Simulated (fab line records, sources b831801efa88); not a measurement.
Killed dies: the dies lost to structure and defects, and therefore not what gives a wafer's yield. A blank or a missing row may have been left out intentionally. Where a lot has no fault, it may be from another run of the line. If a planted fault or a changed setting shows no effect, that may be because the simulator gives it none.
Code-filled problem report in 8D (eight disciplines) form || flow gf180mcu || the parts of the form that need people (team, actions taken, sign-off) are left out

## 1. THE PROBLEM
beam energy keV at GF_MVPSD_IMPLANT_08 reads a mean of 175.01 on 9 wafers of 3 lots; wafers without a fault read 169.99 with a standard deviation of 0.065. Measured from the usual mean, that is +77 standard deviations.
First observed at day 7 05:09: wafer L886.1, on implanter-04. The record holds 21 wafers of 7 lots with a number at this step. Rule for "out", or "out of limits": more than 4 standard deviations from the usual mean. All remaining wafers that have a number are taken as sound.

## 2. WHAT IT IS AND WHAT IT IS NOT
{"question": "which readings at this step", "is": "beam energy keV", "is not": "beam on s"}
{"question": "which lots", "is": "L886, L887, L888", "is not": "L879, L895, L897, L898"}
{"question": "which wafers of those lots", "is": "all that have a number", "is not": "-"}
{"question": "read on which tools", "is": "implanter-04", "is not": "implanter-01, implanter-02"}
{"question": "when", "is": "from day 7 05:09", "is not": "up to then (3 sound wafers); but 9 sound wafers of L895, L897, L898 came after"}

## 3. THE SUSPECTS, EACH WITH WHAT RULES IT OUT
Counting: a tool at any process step up to the reading remains a suspect when it ran all the lots that are out and ran no sound lot after the first of those.
- implanter-04 at GF_MVPSD_IMPLANT_08: ruled out as a lasting fault. Following L886 (day 7 05:09), the first lot on it that is out, the sound lots L898, L897 were run on it.
Left after counting: nothing in the record.

## 4. THE CAUSE (what the simulator had put in)
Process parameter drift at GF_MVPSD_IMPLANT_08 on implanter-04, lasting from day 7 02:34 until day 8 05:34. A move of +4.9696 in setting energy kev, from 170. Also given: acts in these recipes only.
Counting ruled it out, wrongly.

## 5. SEQUENCE OF EFFECTS, ordered by route
Rows list readings where the struck wafers' mean (over those with a number) sits beyond 3 standard deviations from the usual. Readings are gone through only where the record gives a usual standard deviation; hours: the median, over the lots, of the time from a lot's start at the first step in this table giving one to that lot's start at this step; sigmas: the change measured in usual standard deviations.
{"hours": 0, "step": "GF_MVPSD_IMPLANT_08", "reading": "beam energy keV", "usual": 169.99, "on struck wafers": 175.01, "change": "+5.02", "sigmas": "+77"}
Here are the process steps it includes:
- GF_MVPSD_IMPLANT_08

## 6. HOW IT WOULD HAVE BEEN CAUGHT EARLIER
In this record no reading fell out of limits until day 7 05:09, 3 hours after the fault had begun at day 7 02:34.
